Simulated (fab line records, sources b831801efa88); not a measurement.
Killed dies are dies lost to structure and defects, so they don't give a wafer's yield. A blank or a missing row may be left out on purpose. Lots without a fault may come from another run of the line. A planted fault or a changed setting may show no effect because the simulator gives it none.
fab line records | flow sfq_line
record lots=14 wafers=40 last_day=92
route steps=325 shown I1@74 A5B@210 R5@226 I5@235
lots that met no fault: from a run of the same line without faults
start_h: hours from the record's first day to the start of the lot's first wafer shown | wait_h: hours since the lot's step before | " the same as in the row above | L1.1+2: a row that stands for several wafers | - no value, or no start given | * or withheld: withheld | < > ~ a bound
route shown NAME@n: a module of which the file shows steps, and the number in the route of the first | usual: mean/standard deviation of fault-free wafers | same: alike in all rows | chamber/n: place in a boat | sites: the reading at each site | _std_site: their standard deviation | _edge_site: outer sites' mean less inner sites' | radius_mm: how far each site lies from the wafer's centre | mask NAME#n: copy n | behind: the tool/chamber that last shaped the wafer | hold: why the lot was held/for how many hours/how that ended | device: the transistor (n, p or np) that didn't switch | end of line: the same wafers' tests at the end of the route | a step without rows: its recipe alone | killed: dies lost to structure and defects at the first sort, not the wafer's yield | map: a wafer's dies, x killed, . not, _ none there
set.NAME: the setting as run; set.NAME@STEP: as run at that earlier step | model.NAME: the simulator's own value behind a step, which no gauge read
steps of the route over a sample of lots; a table a step, a row a wafer
services: from which hour (start_h, from the record's first day; less than 0 if before it) a tool's chamber was out of use, for how many hours, and why
## steps
# step SFQ_TRILAYER_I1_CMP_CMP_046
# recipe material=SiO2 down_force_psi=3 platen_rpm=60 pad_velocity_m_s=0.94248
# usual motor_current_A=10.2/1 slurry_flow_ml_min=149.9/0.48 time_to_endpoint_s=212/7.5
# columns lot.wafer tool chamber start_h wait_h motor_current_A slurry_flow_ml_min time_to_endpoint_s
L958.2 cmp-02 3 300.59 2.3 12.0 150.2 201
L958.5 " 2 302.09 3.8 8.0 149.8 213
L958.6 " 3 " " 11.4 150.0 206
L957.2 cmp-01 2 300.66 4.8 10.4 150.2 198
L957.6 " 3 " " 10.6 149.7 208
L957.5 " 0 " " 9.2 150.2 211
L959.1 cmp-02 3 306.09 4.2 11.4 148.8 201
L959.4 " 0 " " 10.2 148.9 224
L959.5 " 0 308.59 6.7 10.5 149.6 227
L961.4 cmp-01 0 318.16 5.5 9.3 150.4 215
L961.6 " 2 319.16 6.5 10.7 150.4 208
L961.5 " 3 " " 10.3 149.9 206
L962.4 cmp-02 1 325.59 3.3 10.3 150.0 217
L962.5 " 2 " " 8.2 150.1 212
L962.6 " 3 " " 11.7 150.4 207
L964.2 cmp-01 3 336.19 0.5 10.2 149.7 204
L964.3 " 0 " " 9.4 149.3 209
L964.6 " 2 337.69 2.0 10.2 150.1 215
L965.2 cmp-01 3 340.19 2.3 10.0 149.9 206
L965.5 " 0 " " 8.9 149.9 215
L965.6 " 1 " " 11.2 150.3 209
L966.3 cmp-01 1 352.41 0.0 11.8 150.0 215
L966.2 " 2 " " 9.6 150.2 202
L966.6 " 1 354.41 2.0 11.7 150.4 213
L967.4 cmp-01 1 360.87 2.6 11.1 149.5 216
L967.1 " 2 " " 10.1 150.5 210
L967.6 " 2 363.37 5.1 9.9 150.8 211
L971.3 cmp-02 2 389.72 0.0 8.2 149.3 208
L971.5 " 3 392.22 2.5 11.0 149.9 249
L974.1 cmp-02 3 421.35 1.2 11.0 149.4 237
L974.5 " 2 422.85 2.7 8.0 149.4 254
L976.2 cmp-01 0 436.52 3.2 9.1 149.7 207
L976.5 " 2 437.52 4.1 10.2 150.1 208
L976.6 " 3 " " 10.0 149.8 221
L978.4 cmp-01 3 450.66 0.5 10.0 150.6 211
L978.2 " 1 451.66 1.5 11.6 150.1 211
L978.6 " 3 452.66 2.5 10.4 150.0 218
L979.4 cmp-01 2 459.66 2.3 10.0 150.2 209
L979.3 " 0 460.66 3.3 8.9 149.3 211
L979.5 " 2 461.66 4.3 10.3 149.7 206
# step SFQ_I1_BOW_MEAS_912
# recipe mode=bow
# usual I1_BOW=1/7.2
# columns lot.wafer tool chamber start_h wait_h I1_BOW[um]
L957.2 film_metro-04 - 302.18 1.0 1
L957.5 " - " " 1
L957.6 " - " " 0
L958.2 film_metro-01 - 303.11 2.0 -2
L958.5 " - " " 5
L958.6 " - " " -3
L959.1 film_metro-01 - 309.09 2.5 2
L959.4 " - " " -3
L959.5 " - " " -9
L961.4 film_metro-02 - 320.22 1.6 -8
L961.5 " - " " -3
L961.6 " - " " -11
L962.4 film_metro-01 - 327.15 1.1 6
L962.5 " - " " 3
L962.6 " - " " 8
L964.2 film_metro-02 - 338.71 2.0 1
L964.3 " - " " 5
L964.6 " - " " 1
L965.2 film_metro-02 - 341.71 1.0 -7
L965.5 " - " " 2
L965.6 " - " " -7
L966.2 film_metro-01 - 355.43 2.0 -2
L966.3 " - " " 0
L966.6 " - " " -2
L967.1 film_metro-02 - 363.87 2.0 -5
L967.4 " - " " 6
L967.6 " - " " -1
L971.3 film_metro-04 - 392.76 2.5 -3
L971.5 " - " " -1
L971.3 film_metro-04 - 394.08 1.3 -
L971.5 " - " " -
L974.1 film_metro-01 - 423.85 2.0 10
L974.5 " - " " -9
L974.1 film_metro-01 - 425.17 1.3 -
L974.5 " - " " -
L976.2 film_metro-02 - 438.54 1.5 9
L976.5 " - " " 21
L976.6 " - " " 2
L978.2 film_metro-01 - 453.18 1.0 -13
L978.4 " - " " 6
L978.6 " - " " 4
L979.3 film_metro-02 - 462.20 1.0 -2
L979.4 " - " " 7
L979.5 " - " " 1
# step SFQ_TRILAYER_I1_METRO_MEASURE_047
# usual thk_nm=199.8/1.2
# columns lot.wafer tool chamber start_h wait_h thk_nm
L957.2 film_metro-04 - 302.48 0.3 200.1
L957.5 " - " " 200.8
L957.6 " - " " 199.6
L958.2 film_metro-01 - 303.41 0.3 199.2
L958.5 " - " " 200.9
L958.6 " - " " 199.4
L959.1 film_metro-01 - 309.21 0.1 200.0
L959.4 " - " " 201.6
L959.5 " - " " 201.0
L961.4 film_metro-02 - 320.88 0.6 198.8
L961.5 " - " " 198.8
L961.6 " - " " 198.3
L962.4 film_metro-01 - 327.81 0.6 200.4
L962.5 " - " " 199.6
L962.6 " - " " 199.9
L964.2 film_metro-02 - 339.01 0.3 197.7
L964.3 " - " " 200.1
L964.6 " - " " 199.6
L965.2 film_metro-02 - 342.01 0.3 198.6
L965.5 " - " " 201.3
L965.6 " - " " 200.7
L966.2 film_metro-01 - 355.73 0.3 197.0
L966.3 " - " " 198.7
L966.6 " - " " 198.6
L967.1 film_metro-02 - 363.99 0.1 198.1
L967.4 " - " " 197.9
L967.6 " - " " 198.9
L971.3 film_metro-04 - 398.99 4.9 200.9
L971.5 " - " " 150.5
L974.1 film_metro-01 - 428.03 2.8 148.5
L974.5 " - " " 149.3
L976.2 film_metro-02 - 438.84 0.3 200.5
L976.5 " - " " 199.4
L976.6 " - " " 198.3
L978.2 film_metro-01 - 453.48 0.3 199.2
L978.4 " - " " 199.3
L978.6 " - " " 198.1
L979.3 film_metro-02 - 462.68 0.5 201.7
L979.4 " - " " 201.1
L979.5 " - " " 201.5
# step SFQ_TRILAYER_I1_VIA_ETCH_VIA_ETCH_052
# recipe target=SiO2 stop_on=Nb mask_material=PR taper_deg=20 chemistry=CHF3 target_depth_nm=260 source_w=500 bias_w=80 pressure_mtorr=30 time_s=withheld
# usual drypump_motor_current_A=5.8/0.39 oes_product_au=0.854/0.0053
# columns lot.wafer tool chamber start_h wait_h drypump_motor_current_A oes_product_au
L957.2 rie_diel-02 2 402.81 0.0 6.1 0.853
L957.5 " 0 " " 5.6 0.856
L957.6 " 3 " " 5.6 0.859
L958.2 rie_diel-01 2 404.01 0.0 5.9 0.856
L958.5 " 3 " " 6.7 0.849
L958.6 " 2 " " 5.9 0.848
L959.1 rie_diel-01 3 411.21 0.0 6.7 0.858
L959.4 " 1 " " 5.4 0.852
L959.5 " 2 " " 5.9 0.854
L961.4 rie_diel-02 1 424.41 0.0 5.6 0.850
L961.5 " 2 " " 6.1 0.853
L961.6 " 1 " " 5.6 0.849
L962.4 rie_diel-01 1 434.76 0.0 5.4 0.858
L962.5 " 3 " " 6.7 0.850
L962.6 " 0 " " 5.6 0.850
L964.2 rie_diel-02 2 450.36 0.0 6.0 0.855
L964.3 " 0 " " 5.6 0.860
L964.6 " 3 " " 5.6 0.853
L965.2 rie_diel-04 1 452.76 0.0 5.3 0.850
L965.5 " 2 " " 5.6 0.858
L965.6 " 1 " " 5.3 0.866
L966.2 rie_diel-02 3 468.36 0.0 5.6 0.846
L966.3 " 0 " " 5.6 0.853
L966.6 " 2 " " 6.1 0.860
L967.1 rie_diel-01 0 475.56 0.0 5.6 0.849
L967.4 " 1 " " 5.4 0.848
L967.6 " 0 " " 5.6 0.844
L971.3 rie_diel-01 3 515.62 0.0 6.7 0.856
L971.5 " 0 " " 5.6 0.740
L974.1 rie_diel-04 2 559.28 0.0 5.6 0.738
L974.5 " 3 " " 5.6 0.736
L976.2 rie_diel-02 0 580.47 0.0 5.6 0.857
L976.5 " 2 " " 6.1 0.850
L976.6 " 1 " " 5.6 0.851
L978.2 rie_diel-04 2 596.82 0.0 5.6 0.853
L978.4 " 3 " " 5.6 0.844
L978.6 " 0 " " 5.9 0.850
L979.3 rie_diel-02 1 605.22 0.0 5.6 0.858
L979.4 " 0 " " 5.6 0.857
L979.5 " 1 " " 5.6 0.853
# step SFQ_TRILAYER_A5B_CMP_CMP_130
# recipe stop_on=Nb down_force_psi=3 platen_rpm=60 target_thk_nm=340.7
# usual motor_current_A=10.1/1 slurry_flow_ml_min=150.0/0.51
# columns lot.wafer tool chamber start_h wait_h motor_current_A slurry_flow_ml_min
L957.2 cmp-02 3 1430.51 0.5 11.4 149.5
L957.6 " 2 1432.01 2.0 8.1 148.8
L957.5 " 3 " " 10.9 149.6
L958.2 cmp-01 1 1432.91 0.5 10.6 150.7
L958.5 " 0 1434.41 2.0 9.1 150.1
L958.6 " 1 " " 11.3 150.4
L959.4 cmp-02 0 1433.61 0.0 10.5 150.7
L959.1 " 2 1434.61 1.0 8.0 149.4
L959.5 " 0 1435.61 2.0 10.2 149.6
L961.4 cmp-02 3 1440.61 1.0 10.6 150.5
L961.6 " 1 1441.61 2.0 9.9 150.5
L961.5 " 2 " " 7.8 150.1
L962.4 cmp-02 0 1445.61 2.4 11.0 150.2
L962.5 " 0 1447.61 4.4 10.6 150.2
L962.6 " 1 " " 10.3 149.5
L964.2 cmp-01 3 1452.42 3.8 9.9 150.5
L964.3 " 0 " " 9.4 149.6
L964.6 " 2 1453.92 5.2 10.6 149.8
L965.2 cmp-01 1 1455.92 3.7 11.4 149.6
L965.5 " 3 1456.92 4.6 10.1 149.9
L965.6 " 0 " " 9.6 150.2
L966.2 cmp-01 3 1458.42 2.6 9.9 149.4
L966.3 " 1 1459.42 3.6 10.5 150.2
L966.6 " 3 1460.42 4.5 10.6 150.3
L967.4 cmp-01 3 1460.92 1.4 9.6 150.3
L967.1 " 2 1462.42 3.0 10.3 149.6
L967.6 " 3 " " 10.0 149.5
L971.3 cmp-02 0 1473.11 4.1 10.6 149.7
L971.5 " 0 1475.11 6.0 9.9 149.4
L974.1 cmp-02 1 1543.71 1.7 10.0 150.5
L974.5 " 1 1545.71 3.6 10.0 150.0
L976.2 cmp-01 1 1550.47 1.2 11.0 149.6
L976.5 " 1 1552.47 3.2 10.7 149.7
L976.6 " 2 " " 9.7 149.7
L978.4 cmp-02 1 1608.00 1.0 10.2 149.9
L978.2 " 2 " " 7.8 150.5
L978.6 " 3 " " 11.1 149.6
L979.3 cmp-01 1 1612.80 1.0 11.4 150.4
L979.4 " 2 " " 10.2 149.9
L979.5 " 3 " " 9.8 150.2
# step SFQ_TRILAYER_R5_STRIP_STRIP_140
# recipe gas=O2 power_w=200 platen_temp_c=40 overash_fraction=0.65 chemistry=O2 pressure_mtorr=50
# usual drypump_motor_current_A=5.89/0.27 oes_product_au=1.000/0.0095
# columns lot.wafer tool chamber start_h wait_h drypump_motor_current_A oes_product_au rf_hours_counter_h
L957.2 rie_metal-04 1 1437.01 0.0 6.18 1.006 5
L957.5 " 0 " " 5.80 0.993 -
L957.6 " 1 " " 6.21 1.009 -
L958.2 rie_metal-03 1 1439.93 0.0 5.74 0.991 11
L958.5 " 1 " " 5.76 0.997 -
L958.6 " 0 " " 5.88 1.010 -
L959.1 rie_metal-02 1 1441.13 0.0 6.29 1.015 32
L959.4 " 0 " " 5.47 0.999 -
L959.5 " 1 " " 6.29 1.013 -
L961.4 rie_metal-02 1 1446.68 0.2 6.30 1.021 -
L961.5 " 1 " " 6.32 1.017 -
L961.6 " 0 " " 5.47 1.006 -
L962.4 rie_metal-04 1 1571.27 0.2 6.14 0.999 -
L962.5 " 1 " " 6.16 1.003 -
L962.6 " 0 " " 5.78 0.996 -
L964.2 rie_metal-02 0 1575.87 0.0 5.46 0.978 8
L964.3 " 0 " " 5.47 0.981 -
L964.6 " 1 " " 6.30 1.007 -
L965.2 rie_metal-04 1 1580.67 0.0 6.13 1.009 24
L965.5 " 0 " " 5.79 0.993 -
L965.6 " 1 " " 6.14 1.015 -
L966.2 rie_metal-03 0 1581.87 0.0 5.89 1.003 66
L966.3 " 0 " " 5.91 1.013 -
L966.6 " 0 " " 5.90 1.015 -
L967.1 rie_metal-02 1 1584.27 0.0 6.28 0.997 53
L967.4 " 1 " " 6.30 0.987 -
L967.6 " 1 " " 6.28 1.003 -
L971.3 rie_metal-04 0 1592.87 0.2 5.76 0.986 -
L971.5 " 0 " " 5.79 0.987 -
L974.1 rie_metal-03 1 1661.32 0.0 5.74 1.001 41
L974.5 " 0 " " 5.93 0.991 -
L976.2 rie_metal-02 0 1668.52 0.0 5.48 0.984 18
L976.5 " 0 " " 5.48 0.994 -
L976.6 " 1 " " 6.31 1.017 -
L978.2 rie_metal-03 0 1728.39 0.0 5.95 1.004 82
L978.4 " 0 " " 5.94 0.994 -
L978.6 " 1 " " 5.73 0.992 -
L979.3 rie_metal-03 0 1730.99 0.2 5.86 0.999 -
L979.4 " 1 " " 5.74 0.987 -
L979.5 " 1 " " 5.72 0.986 -
# step SFQ_I5_OVL_MEAS_936
# usual I5_OVL=0/5.8
# columns lot.wafer tool chamber start_h wait_h I5_OVL[nm]
L957.2 overlay-02 - 1558.92 0.1 -5
L957.5 " - " " -3
L957.6 " - " " 2
L958.2 overlay-01 - 1562.52 0.1 6
L958.5 " - " " 9
L958.6 " - " " 0
L959.1 overlay-01 - 1564.92 0.1 8
L959.4 " - " " -2
L959.5 " - " " -1
L961.4 overlay-01 - 1567.46 0.1 -2
L961.5 " - " " 1
L961.6 " - " " 3
L962.4 overlay-02 - 1575.01 0.1 -6
L962.5 " - " " -3
L962.6 " - " " -1
L964.2 overlay-01 - 1578.93 0.1 -9
L964.3 " - " " -2
L964.6 " - " " -9
L965.2 overlay-01 - 1583.74 0.1 9
L965.5 " - " " 7
L965.6 " - " " 7
L966.2 overlay-01 - 1584.94 0.1 -5
L966.3 " - " " -4
L966.6 " - " " -12
L967.1 overlay-02 - 1587.32 0.1 9
L967.4 " - " " -1
L967.6 " - " " -2
L971.3 overlay-01 - 1595.75 0.1 0
L971.5 " - " " -2
L974.1 overlay-02 - 1776.36 0.1 -5
L974.5 " - " " -8
L976.2 overlay-01 - 1782.36 0.1 7
L976.5 " - " " 4
L976.6 " - " " 14
L978.2 overlay-02 - 1833.20 0.1 2
L978.4 " - " " -3
L978.6 " - " " 1
L979.3 overlay-02 - 1836.80 0.1 11
L979.4 " - " " 6
L979.5 " - " " 5
## services
# columns tool chamber start_h hours kind
cmp-01 - 357.63 1.5 repair
cmp-01 - 389.36 0.4 repair
cmp-01 - 416.52 4.0 pm
cmp-01 - 442.77 3.6 repair
cmp-01 - 503.11 1.7 repair
cmp-01 - 511.22 7.0 pm
cmp-01 - 521.32 3.5 repair
cmp-01 - 758.48 4.0 pm
cmp-01 - 783.48 6.7 pm
cmp-01 - 820.67 10.2 pm
cmp-01 - 877.46 4.9 pm
cmp-01 - 948.34 5.9 repair
cmp-01 - 1073.74 0.5 repair
cmp-01 - 1101.22 4.0 pm
cmp-01 - 1149.69 9.0 repair
cmp-01 - 1246.95 5.1 pm
cmp-01 - 1255.09 3.2 repair
cmp-01 - 1260.96 0.4 repair
cmp-01 - 1264.56 0.2 repair
cmp-01 - 1330.95 3.9 repair
cmp-01 - 1441.41 6.5 pm
cmp-01 - 1447.92 4.0 pm
cmp-01 - 1585.98 0.5 repair
cmp-01 - 1618.33 4.1 pm
## key
first_sign step=SFQ_TRILAYER_I1_CMP_CMP_046 reading=time_to_endpoint_s direction=up sigmas=4.6 usual=* struck=*
effect step=SFQ_I1_BOW_MEAS_912 reading=visit direction=added
effect step=SFQ_TRILAYER_I1_METRO_MEASURE_047 reading=thk_nm direction=down sigmas=41 usual=199.8 struck=149.4
effect step=SFQ_TRILAYER_I1_VIA_ETCH_VIA_ETCH_052 reading=oes_product_au direction=down sigmas=22 usual=0.854 struck=0.738
met_at SFQ_TRILAYER_I1_CMP_CMP_046
struck_lots L971,L974
struck_wafers L971.5,L974.1,L974.5
not_acting_at SFQ_TRILAYER_A5B_CMP_CMP_130,SFQ_TRILAYER_R5_STRIP_STRIP_140,SFQ_I5_OVL_MEAS_936
onset_between 325.59 389.72
fault kind=process_parameter_drift tool=cmp-02 chamber=- onset_h=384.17 steps=SFQ_TRILAYER_I1_CMP_CMP_046 channel=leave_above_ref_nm offset=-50 shape=step end_h=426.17 scope=struck_wafers_only acts_in=these_recipes_only stated=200
